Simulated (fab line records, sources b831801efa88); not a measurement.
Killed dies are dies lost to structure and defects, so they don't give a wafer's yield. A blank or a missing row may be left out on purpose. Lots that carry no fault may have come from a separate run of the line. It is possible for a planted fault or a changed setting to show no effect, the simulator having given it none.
Split-lot experiment :: flow sky130 :: 5 lots, 23 wafers read, on a route of 708 steps

## ABOUT THE SPLIT
At SKY_VT_ADJUST_LVTN_IMPLANT_08, the setting dose-cm2 was moved away from the recipe's 1.57e+12 on 9 of the 23 wafers read, by -5.9% to +3.6%. This setting was run at the recipe's value on the other wafers.

## SPLIT TO READING: what lies between them in the file, 1 step
- SKY_VT_ADJUST_LVTN_STRIP_09: strips in O2/N2

## THE READING
VT_ADJUST_LVTN_TW, at SKY_VT_ADJUST_LVTN_TW_MEAS_10. Typical for fault-free wafers on this fab line: 242.6, with standard deviation 1.9.

wafer: L075.1
tool, chamber at the split: implanter-01, 0
dose-cm2 as run: 1.626e+12
against the recipe: +3.6%
VT_ADJUST_LVTN_TW: 244.2
against lot-mates on the recipe: +2.4

wafer: L075.2
tool, chamber at the split: implanter-01, 0
dose-cm2 as run: 1.626e+12
against the recipe: +3.6%
VT_ADJUST_LVTN_TW: 244.3
against lot-mates on the recipe: +2.5

wafer: L075.4
tool, chamber at the split: implanter-01, 0
dose-cm2 as run: 1.57e+12
against the recipe: recipe
VT_ADJUST_LVTN_TW: 242.2
against lot-mates on the recipe: -

wafer: L075.5
tool, chamber at the split: implanter-01, 0
dose-cm2 as run: 1.57e+12
against the recipe: recipe
VT_ADJUST_LVTN_TW: 241.8
against lot-mates on the recipe: -

wafer: L075.6
tool, chamber at the split: implanter-01, 0
dose-cm2 as run: 1.57e+12
against the recipe: recipe
VT_ADJUST_LVTN_TW: 241.5
against lot-mates on the recipe: -

wafer: L076.2
tool, chamber at the split: implanter-01, 0
dose-cm2 as run: 1.57e+12
against the recipe: recipe
VT_ADJUST_LVTN_TW: 244.5
against lot-mates on the recipe: -

wafer: L076.5
tool, chamber at the split: implanter-01, 0
dose-cm2 as run: 1.57e+12
against the recipe: recipe
VT_ADJUST_LVTN_TW: 245.4
against lot-mates on the recipe: -

wafer: L076.6
tool, chamber at the split: implanter-01, 0
dose-cm2 as run: 1.57e+12
against the recipe: recipe
VT_ADJUST_LVTN_TW: 244.5
against lot-mates on the recipe: -

wafer: L081.1
tool, chamber at the split: implanter-04, 0
dose-cm2 as run: 1.538e+12
against the recipe: -2.0%
VT_ADJUST_LVTN_TW: 237.6
against lot-mates on the recipe: -1.1

wafer: L081.2
tool, chamber at the split: implanter-04, 0
dose-cm2 as run: 1.57e+12
against the recipe: recipe
VT_ADJUST_LVTN_TW: 238.7
against lot-mates on the recipe: -

wafer: L081.3
tool, chamber at the split: implanter-04, 0
dose-cm2 as run: 1.57e+12
against the recipe: recipe
VT_ADJUST_LVTN_TW: 238.2
against lot-mates on the recipe: -

wafer: L081.4
tool, chamber at the split: implanter-04, 0
dose-cm2 as run: 1.538e+12
against the recipe: -2.0%
VT_ADJUST_LVTN_TW: 238.3
against lot-mates on the recipe: -0.4

wafer: L081.5
tool, chamber at the split: implanter-04, 0
dose-cm2 as run: 1.57e+12
against the recipe: recipe
VT_ADJUST_LVTN_TW: 239.3
against lot-mates on the recipe: -

wafer: L083.1
tool, chamber at the split: implanter-02, 0
dose-cm2 as run: 1.57e+12
against the recipe: recipe
VT_ADJUST_LVTN_TW: 242.7
against lot-mates on the recipe: -

wafer: L083.2
tool, chamber at the split: implanter-02, 0
dose-cm2 as run: 1.496e+12
against the recipe: -4.7%
VT_ADJUST_LVTN_TW: 241.1
against lot-mates on the recipe: -1.8

wafer: L083.3
tool, chamber at the split: implanter-02, 0
dose-cm2 as run: 1.57e+12
against the recipe: recipe
VT_ADJUST_LVTN_TW: 243.0
against lot-mates on the recipe: -

wafer: L083.4
tool, chamber at the split: implanter-02, 0
dose-cm2 as run: 1.496e+12
against the recipe: -4.7%
VT_ADJUST_LVTN_TW: 238.9
against lot-mates on the recipe: -3.9

wafer: L083.6
tool, chamber at the split: implanter-02, 0
dose-cm2 as run: 1.496e+12
against the recipe: -4.7%
VT_ADJUST_LVTN_TW: 239.2
against lot-mates on the recipe: -3.7

wafer: L085.1
tool, chamber at the split: implanter-02, 0
dose-cm2 as run: 1.478e+12
against the recipe: -5.9%
VT_ADJUST_LVTN_TW: 239.6
against lot-mates on the recipe: -2.4

wafer: L085.3
tool, chamber at the split: implanter-02, 0
dose-cm2 as run: 1.57e+12
against the recipe: recipe
VT_ADJUST_LVTN_TW: 241.6
against lot-mates on the recipe: -

wafer: L085.4
tool, chamber at the split: implanter-02, 0
dose-cm2 as run: 1.478e+12
against the recipe: -5.9%
VT_ADJUST_LVTN_TW: 237.5
against lot-mates on the recipe: -4.5

wafer: L085.5
tool, chamber at the split: implanter-02, 0
dose-cm2 as run: 1.57e+12
against the recipe: recipe
VT_ADJUST_LVTN_TW: 242.3
against lot-mates on the recipe: -

wafer: L085.6
tool, chamber at the split: implanter-02, 0
dose-cm2 as run: 1.57e+12
against the recipe: recipe
VT_ADJUST_LVTN_TW: 242.1
against lot-mates on the recipe: -

FIT RESULTS
A straight line over all 23 wafers: VT_ADJUST_LVTN_TW changes by +0.599 for each +1% of dose-cm2; r = +0.63; the points scatter about the line by 2.
The same after taking each lot's own level away (the mean of its wafers on the recipe; 23 wafers): +0.629 for each +1%; r = +0.94; scatter 0.6.
According to that fit, moving dose-cm2 by its largest amount changes the reading by 3.7.
Measured against the standard deviation above, the lots' own levels, which go from 238.73 to 244.80, span 3.2 times it.
So the lot-to-lot level blurs the effect unless lot-mates are compared.
Check: for one of the wafers moved furthest among these (-5.9%), held out of the fit, the line's prediction against its lot-mates is -3.94. Against them it came out at -2.4.

## ADDITIONAL SPLITS CARRIED BY THESE WAFERS
Note: prior to the reading, these wafers also went through further splits. Each is held against what the fit with the lots' levels taken away leaves over:
other split on the same wafers: SKY_FIELD_ISO_CVD_03 temp-c
wafers away from the commonest value: 15
r with VT_ADJUST_LVTN_TW (lot level and that fit taken away): -0.06

other split on the same wafers: SKY_FIELD_ISO_OXIDATION_22 temp-c
wafers away from the commonest value: 15
r with VT_ADJUST_LVTN_TW (lot level and that fit taken away): -0.09

other split on the same wafers: SKY_PWDE_IMPLANT_08 energy-kev
wafers away from the commonest value: 8
r with VT_ADJUST_LVTN_TW (lot level and that fit taken away): -0.10

other split on the same wafers: SKY_NWELL_IMPLANT_13 energy-kev
wafers away from the commonest value: 5
r with VT_ADJUST_LVTN_TW (lot level and that fit taken away): -0.22

other split on the same wafers: SKY_NWELL_IMPLANT_24 dose-cm2
wafers away from the commonest value: 5
r with VT_ADJUST_LVTN_TW (lot level and that fit taken away): +0.11

other split on the same wafers: SKY_VT_ADJUST_HVTP_DEVELOP_06 dev-temp-c
wafers away from the commonest value: 9
r with VT_ADJUST_LVTN_TW (lot level and that fit taken away): -0.38

## THE FILE'S OWN FIT
VT_ADJUST_LVTN_TW changes by +0.611 for each +1% of dose-cm2, r = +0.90.
